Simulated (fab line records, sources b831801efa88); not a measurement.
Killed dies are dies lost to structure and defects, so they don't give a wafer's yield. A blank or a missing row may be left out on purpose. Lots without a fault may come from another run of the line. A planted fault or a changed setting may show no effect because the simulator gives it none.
fab line records | flow sfq_line
record lots=15 wafers=42 last_day=81
route steps=325 shown INCOMING@1 M0@32 I3@135 M4@159
lots that met no fault: from a run of the same line without faults
start_h: hours from the record's first day to the start of the lot's first wafer shown | wait_h: hours since the lot's step before | " the same as in the row above | L1.1+2: a row that stands for several wafers | - no value, or no start given | * or withheld: withheld | < > ~ a bound
route shown NAME@n: a module of which the file shows steps, and the number in the route of the first | usual: mean/standard deviation of fault-free wafers | same: alike in all rows | chamber/n: place in a boat | sites: the reading at each site | _std_site: their standard deviation | _edge_site: outer sites' mean less inner sites' | radius_mm: how far each site lies from the wafer's centre | mask NAME#n: copy n | behind: the tool/chamber that last shaped the wafer | hold: why the lot was held/for how many hours/how that ended | device: the transistor (n, p or np) that didn't switch | end of line: the same wafers' tests at the end of the route | a step without rows: its recipe alone | killed: dies lost to structure and defects at the first sort, not the wafer's yield | map: a wafer's dies, x killed, . not, _ none there
set.NAME: the setting as run; set.NAME@STEP: as run at that earlier step | model.NAME: the simulator's own value behind a step, which no gauge read
steps of the route over a sample of lots; a table a step, a row a wafer
services: from which hour (start_h, from the record's first day; less than 0 if before it) a tool's chamber was out of use, for how many hours, and why
## steps
# step SFQ_INCOMING_BOW_MEAS_900
# recipe mode=bow
# usual INCOMING_BOW=0/5.9
# columns lot.wafer tool chamber start_h wait_h INCOMING_BOW[um]
L225.2 film_metro-03 - 10.02 - -1
L225.4 " - " " -5
L225.6 " - " " -6
L227.3 film_metro-01 - 20.04 - 0
L227.4 " - " " -11
L227.5 " - " " 3
L228.1 film_metro-04 - 25.00 - 5
L228.5 " - " " -6
L228.6 " - " " 4
L229.2 film_metro-03 - 30.02 - 1
L229.3 " - " " -3
L229.5 " - " " -1
L230.4 film_metro-03 - 35.06 - 11
L230.5 " - " " -1
L230.6 " - " " 9
L231.3 film_metro-03 - 40.04 - -5
L231.4 " - " " 3
L231.5 " - " " 5
L232.1 film_metro-01 - 45.00 - 2
L232.3 " - " " -4
L232.6 " - " " -1
L233.1 film_metro-04 - 50.00 - 1
L233.2 " - " " 1
L233.4 " - " " -11
L235.1 film_metro-04 - 60.00 - 3
L235.3 " - " " 5
L237.2 film_metro-03 - 70.02 - 4
L237.3 " - " " 0
L239.1 film_metro-03 - 80.00 - -12
L239.2 " - " " -10
L244.2 film_metro-03 - 105.02 - 9
L244.3 " - " " 0
L244.5 " - " " 7
L245.2 film_metro-04 - 110.02 - -3
L245.4 " - " " -3
L245.5 " - " " 2
L246.1 film_metro-01 - 115.00 - 4
L246.2 " - " " -10
L246.3 " - " " -1
L247.1 film_metro-04 - 120.00 - 4
L247.4 " - " " -10
L247.5 " - " " 1
# step SFQ_TRILAYER_M0_LITHO_COAT_026
# recipe resist=BARC spin_rpm=3000 resist_thk_nm=62
# columns lot.wafer tool chamber start_h wait_h
L225.2+4+6 litho_track-04 0 95.20 0.1
L227.3+4+5 litho_track-03 0 161.57 0.1
L228.1+5+6 litho_track-01 0 178.54 0.1
L229.2+3+5 litho_track-03 0 191.79 0.1
L230.4+5+6 litho_track-04 0 197.88 0.2
L231.3+4+5 litho_track-04 0 202.62 0.1
L232.1+3+6 litho_track-01 0 210.93 0.1
L233.1+2+4 litho_track-03 0 221.72 0.1
L235.1+3 litho_track-01 0 235.27 0.1
L237.2+3 litho_track-01 0 251.54 0.1
L239.1+2 litho_track-01 0 269.02 0.1
L244.2+3+5 litho_track-03 0 301.38 0.1
L245.2+4+5 litho_track-04 0 308.58 0.1
L246.1+2+3 litho_track-03 0 315.73 0.1
L247.1+4+5 litho_track-03 0 320.55 0.1
# step SFQ_TRILAYER_M0_BARC_OPEN_METAL_ETCH_031
# recipe mask_material=PR chemistry=O2 target_depth_nm=125 target=BARC icp_w=600 bias_w=80 pressure_mtorr=10 time_s=41.7
# usual drypump_motor_current_A=5.9/0.31 he_backside_leak_sccm=3.4/0.36 oes_product_au=0.685/0.0043
# columns lot.wafer tool chamber start_h wait_h drypump_motor_current_A he_backside_leak_sccm oes_product_au rf_hours_counter_h
L225.2 rie_metal-03 1 184.56 0.0 6.3 3.2 0.681 9
L225.4 " 0 " " 5.5 3.4 0.684 -
L225.6 " 0 " " 5.6 3.4 0.678 -
L227.3 rie_metal-04 0 261.90 0.1 6.3 3.3 0.685 -
L227.4 " 0 " " 6.3 3.3 0.684 -
L227.5 " 0 " " 6.3 3.5 0.688 -
L228.1 rie_metal-01 0 277.46 0.0 5.8 3.6 0.686 51
L228.5 " 1 " " 5.7 3.3 0.689 -
L228.6 " 0 " " 5.8 3.4 0.689 -
L229.2 rie_metal-03 1 293.06 0.0 6.3 3.3 0.684 24
L229.3 " 0 " " 5.5 3.6 0.677 -
L229.5 " 1 " " 6.3 3.5 0.675 -
L230.4 rie_metal-01 1 294.28 0.0 5.7 3.3 0.683 -
L230.5 " 1 " " 5.7 3.5 0.692 -
L230.6 " 0 " " 5.8 3.6 0.683 -
L231.3 rie_metal-03 1 295.48 0.0 6.3 3.6 0.694 -
L231.4 " 0 " " 5.5 3.5 0.687 -
L231.5 " 1 " " 6.4 3.5 0.689 -
L232.1 rie_metal-04 1 296.66 0.0 5.7 3.4 0.679 46
L232.3 " 0 " " 6.3 3.0 0.675 -
L232.6 " 1 " " 5.7 3.5 0.675 -
L233.1 rie_metal-03 0 297.86 0.0 5.6 3.4 0.684 66
L233.2 " 1 " " 6.3 3.4 0.684 25
L233.4 " 1 " " 6.3 3.4 0.685 -
L235.1 rie_metal-03 0 300.26 0.0 5.6 3.2 0.670 66
L235.3 " 0 " " 5.5 3.4 0.681 -
L237.2 rie_metal-04 1 303.86 0.0 5.7 3.4 0.671 47
L237.3 " 1 " " 5.7 3.3 0.677 -
L239.1 rie_metal-03 0 306.33 0.0 5.5 3.4 0.674 68
L239.2 " 0 " " 5.5 3.4 0.668 -
L244.2 rie_metal-04 1 312.26 0.0 5.7 3.4 0.689 49
L244.3 " 1 " " 5.7 3.6 0.681 -
L244.5 " 0 " " 6.3 3.4 0.681 -
L245.2 rie_metal-04 0 313.46 0.0 6.3 3.6 0.698 118
L245.4 " 1 " " 5.7 3.3 0.683 -
L245.5 " 0 " " 6.3 3.2 0.689 -
L246.1 rie_metal-01 0 318.02 0.0 5.8 3.3 0.688 59
L246.2 " 1 " " 5.7 3.3 0.681 93
L246.3 " 0 " " 5.8 3.5 0.680 -
L247.1 rie_metal-03 0 322.83 0.0 5.6 3.4 0.680 72
L247.4 " 0 " " 5.5 3.3 0.683 -
L247.5 " 0 " " 5.5 3.3 0.688 -
# step SFQ_I3_BOW_MEAS_922
# recipe mode=bow
# usual I3_BOW=2/10
# columns lot.wafer tool chamber start_h wait_h I3_BOW[um]
L225.2 film_metro-04 - 693.71 1.5 -20
L225.4 " - " " -24
L225.6 " - " " -24
L227.3 film_metro-01 - 698.53 1.0 -1
L227.4 " - " " -12
L227.5 " - " " 3
L228.1 film_metro-01 - 713.49 1.0 9
L228.5 " - " " -1
L228.6 " - " " 9
L229.2 film_metro-01 - 720.11 2.0 -4
L229.3 " - " " -8
L229.5 " - " " -6
L230.4 film_metro-04 - 733.35 1.6 25
L230.5 " - " " 13
L230.6 " - " " 23
L231.3 film_metro-04 - 739.33 2.5 -4
L231.4 " - " " 4
L231.5 " - " " 5
L232.1 film_metro-04 - 794.42 2.5 14
L232.3 " - " " 8
L232.6 " - " " 11
L233.1 film_metro-01 - 796.06 2.5 7
L233.2 " - " " 7
L233.4 " - " " -5
L235.1 film_metro-02 - 916.33 1.0 21
L235.3 " - " " 23
L237.2 film_metro-02 - 1044.90 2.5 4
L237.3 " - " " -1
L239.1 film_metro-04 - 1049.00 2.0 -7
L239.2 " - " " -7
L244.2 film_metro-01 - 1061.02 2.5 15
L244.3 " - " " 4
L244.5 " - " " 13
L245.2 film_metro-04 - 1064.02 2.0 0
L245.4 " - " " 0
L245.5 " - " " 7
L246.1 film_metro-02 - 1067.00 2.0 2
L246.2 " - " " -12
L246.3 " - " " -4
L247.1 film_metro-01 - 1068.88 2.0 2
L247.4 " - " " -13
L247.5 " - " " -2
# step SFQ_TRILAYER_M4_BARC_OPEN_METAL_ETCH_123
# recipe mask_material=PR chemistry=O2 target_depth_nm=125 target=BARC icp_w=600 bias_w=80 pressure_mtorr=10 time_s=41.7
# usual drypump_motor_current_A=5.88/0.3 he_backside_leak_sccm=3.5/0.32 oes_product_au=0.684/0.0051
# columns lot.wafer tool chamber start_h wait_h drypump_motor_current_A he_backside_leak_sccm oes_product_au rf_hours_counter_h
L225.2 rie_metal-01 1 854.39 0.0 5.74 2.9 0.683 12
L225.4 " 1 " " 5.74 3.1 0.679 -
L225.6 " 0 " " 5.80 4.2 0.674 -
L227.3 rie_metal-04 1 861.02 0.0 5.72 3.3 0.689 -
L227.4 " 0 " " 6.33 3.1 0.685 -
L227.5 " 1 " " 5.74 3.5 0.680 -
L228.1 rie_metal-03 0 875.22 0.0 5.57 3.7 0.680 151
L228.5 " 0 " " 5.55 3.4 0.672 -
L228.6 " 1 " " 6.33 3.6 0.684 -
L229.2 rie_metal-04 0 886.02 0.0 6.33 3.8 0.683 41
L229.3 " 0 " " 6.32 3.6 0.682 -
L229.5 " 0 " " 6.31 3.6 0.688 -
L230.4 rie_metal-01 1 910.59 0.0 5.75 3.1 0.689 -
L230.5 " 0 " " 5.77 3.6 0.690 -
L230.6 " 1 " " 5.74 3.2 0.682 -
L231.3 rie_metal-03 0 918.99 0.0 5.55 3.3 0.682 -
L231.4 " 1 " " 6.28 3.5 0.684 -
L231.5 " 1 " " 6.26 3.5 0.682 -
L232.1 rie_metal-03 0 921.37 0.0 5.55 3.3 0.678 4
L232.3 " 1 " " 6.32 3.7 0.692 -
L232.6 " 0 " " 5.56 3.2 0.689 -
L233.1 rie_metal-01 0 1034.29 0.0 5.81 3.4 0.687 9
L233.2 " 1 " " 5.74 3.3 0.692 38
L233.4 " 1 " " 5.72 3.3 0.678 -
L235.1 rie_metal-03 0 1070.29 0.0 5.57 3.3 0.682 26
L235.3 " 0 " " 5.57 3.2 0.676 -
L237.2 rie_metal-03 1 1164.57 0.0 6.29 3.3 0.684 12
L237.3 " 1 " " 6.30 6.4 0.686 -
L239.1 rie_metal-01 0 1168.17 0.0 5.79 3.4 0.679 31
L239.2 " 1 " " 5.71 3.4 0.683 60
L244.2 rie_metal-03 0 1174.17 0.0 5.55 3.5 0.688 46
L244.3 " 0 " " 5.52 3.4 0.685 -
L244.5 " 1 " " 6.30 3.5 0.688 -
L245.2 rie_metal-04 0 1176.57 0.0 6.31 3.7 0.687 86
L245.4 " 0 " " 6.34 3.7 0.695 -
L245.5 " 0 " " 6.33 3.7 0.679 -
L246.1 rie_metal-01 1 1182.57 0.0 5.76 3.1 0.682 63
L246.2 " 0 " " 5.78 3.5 0.690 34
L246.3 " 1 " " 5.72 3.1 0.690 -
L247.1 rie_metal-01 1 1293.14 0.0 5.77 3.4 0.682 77
L247.4 " 0 " " 5.78 3.4 0.690 -
L247.5 " 1 " " 5.76 3.4 0.684 -
## services
# columns tool chamber start_h hours kind
rie_metal-03 1 88.44 22.6 repair
rie_metal-03 0 89.76 2.1 repair
rie_metal-04 1 246.56 21.5 repair
rie_metal-03 1 270.88 12.7 repair
rie_metal-03 - 367.14 15.6 pm
rie_metal-04 0 404.19 1.8 repair
rie_metal-03 0 511.25 41.3 repair
rie_metal-03 1 531.38 1.5 repair
rie_metal-01 - 533.91 2.8 pm
rie_metal-01 - 572.83 2.1 repair
rie_metal-04 0 585.07 8.9 repair
rie_metal-04 - 603.92 14.6 pm
rie_metal-01 - 652.68 4.0 pm
rie_metal-04 - 670.93 1.4 pm
rie_metal-01 0 679.05 3.2 repair
rie_metal-03 1 718.17 6.1 repair
rie_metal-04 - 779.35 2.8 pm
rie_metal-03 1 792.92 1.7 repair
rie_metal-04 1 806.48 1.3 repair
rie_metal-03 - 828.91 2.8 pm
rie_metal-03 - 983.29 1.4 pm
rie_metal-01 - 1037.22 4.5 repair
rie_metal-03 - 1118.96 0.3 repair
rie_metal-01 1 1255.69 4.8 repair
## key
first_sign step=SFQ_TRILAYER_M0_BARC_OPEN_METAL_ETCH_031 reading=oes_product_au direction=down sigmas=3.2 usual=0.685 struck=0.671
effect none on later readings
met_at SFQ_TRILAYER_M0_LITHO_COAT_026
struck_lots L235,L237,L239
struck_wafers L235.1,L237.2,L239.1,L239.2
not_acting_at SFQ_INCOMING_BOW_MEAS_900,SFQ_I3_BOW_MEAS_922,SFQ_TRILAYER_M4_BARC_OPEN_METAL_ETCH_123
onset_between 210.93 235.27
fault kind=process_parameter_drift tool=litho_track-01 chamber=- onset_h=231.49 steps=SFQ_TRILAYER_M0_LITHO_COAT_026 channel=resist_thk_nm offset=-2.3438 shape=step end_h=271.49 scope=struck_wafers_only acts_in=these_recipes_only stated=62
